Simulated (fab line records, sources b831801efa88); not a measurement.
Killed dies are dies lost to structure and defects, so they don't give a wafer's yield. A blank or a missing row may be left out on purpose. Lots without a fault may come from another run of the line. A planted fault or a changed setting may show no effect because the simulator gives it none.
Problem report in the 8D (eight disciplines) form, filled by code | flow sky130 | the parts of the form that need people (team, actions taken, sign-off) are left out

1. THE PROBLEM
CONTACT_HDPCVD_THK at SKY_CONTACT_THK_MEAS_03 reads a mean of 415 nm on 3 wafers of 3 lots; wafers without a fault read 562 nm with a standard deviation of 4.9. That is -30 standard deviations from the usual mean.
First seen on wafer L401.1, day 30 19:02, on film_metro-01. The record holds 33 wafers of 12 lots with a number at this step. Rule for "out", or "out of limits": more than 4 standard deviations from the usual mean. The other wafers with a number count as sound.

2. WHAT IT IS AND WHAT IT IS NOT
question                    | is                                          | is not
which readings at this step | CONTACT_HDPCVD_THK                          | -
which lots                  | L401, L402, L403                            | L399, L411, L412, L413, L414, L416, L418, L419, L420
which wafers of those lots  | L401.1, L402.5, L403.1                      | L401.3, L402.2, L403.2
read on which gauges        | film_metro-01, film_metro-02, film_metro-03 | -
when                        | from day 30 19:02                           | up to then (4 sound wafers); but 26 sound wafers of L402, L403, L411, L412, L413, L414, L416, L418, L419, L420 came after

3. SUSPECTS, AND WHAT RULES EACH OUT
Counting: a tool at a process step up to the reading stays a suspect if it ran every lot that is out. Sound lots after the first of them don't rule it out here, since some wafers of a struck lot are sound.
- the gauge at SKY_CONTACT_THK_MEAS_03: ruled out. The wafers that are out were read on 3 gauges (film_metro-01, film_metro-02, film_metro-03).
- hdpcvd-02 at SKY_CONTACT_HDPCVD_02 (deposits SiO2, target thk 565 nm, time 94.2 s): kept. It ran every lot that is out, first L401 (day 30 18:58); its last sound lot up to then is L399 (day 30 03:18). Its own readings are out on those wafers: run_length_s.
Left after counting: hdpcvd-02 at SKY_CONTACT_HDPCVD_02.

4. THE CAUSE (what the simulator had put in)
Process parameter drift: hdpcvd-02, from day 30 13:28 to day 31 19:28, at SKY_CONTACT_HDPCVD_02. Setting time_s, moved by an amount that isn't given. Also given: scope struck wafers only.
Counting left only this tool.

5. THE CHAIN OF EFFECTS, in route order
Each row: a reading whose mean over the struck wafers that have a number lies more than 3 standard deviations from the usual. Only readings for which the record gives a usual standard deviation are gone through. hours: the time from each lot's start at the first step in this table that gives one to its start at this step, as a median over the lots. sigmas: the change in usual standard deviations.
hours | step                    | reading            | usual   | on struck wafers | change | sigmas
0     | SKY_CONTACT_HDPCVD_02   | run_length_s       | 122.1 s | 97.3             | -24.8  | -50
0     | SKY_CONTACT_THK_MEAS_03 | CONTACT_HDPCVD_THK | 562 nm  | 415              | -147   | -30
2     | SKY_CONTACT_CMP_04      | time_to_endpoint_s | 82 s    | 27               | -55    | -14
The process steps in it:
- SKY_CONTACT_HDPCVD_02: deposits SiO2, target thk 565 nm, time 94.2 s.
- SKY_CONTACT_CMP_04: polishes SiO2.

6. WHAT WOULD HAVE CAUGHT IT SOONER
In this record the first reading out of limits at a measuring or inspecting step was taken at day 30 19:02, 6 hours after the fault began at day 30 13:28.
The tool's own readings at SKY_CONTACT_HDPCVD_02 were out on every struck wafer that the step has a row for (run_length_s): an alarm limit on them would have fired on the first of those.
Of the lots that are out (3), L402, L403 began SKY_CONTACT_HDPCVD_02 on hdpcvd-02 after day 30 19:02. A hold on the tool at that time would have spared those 2.
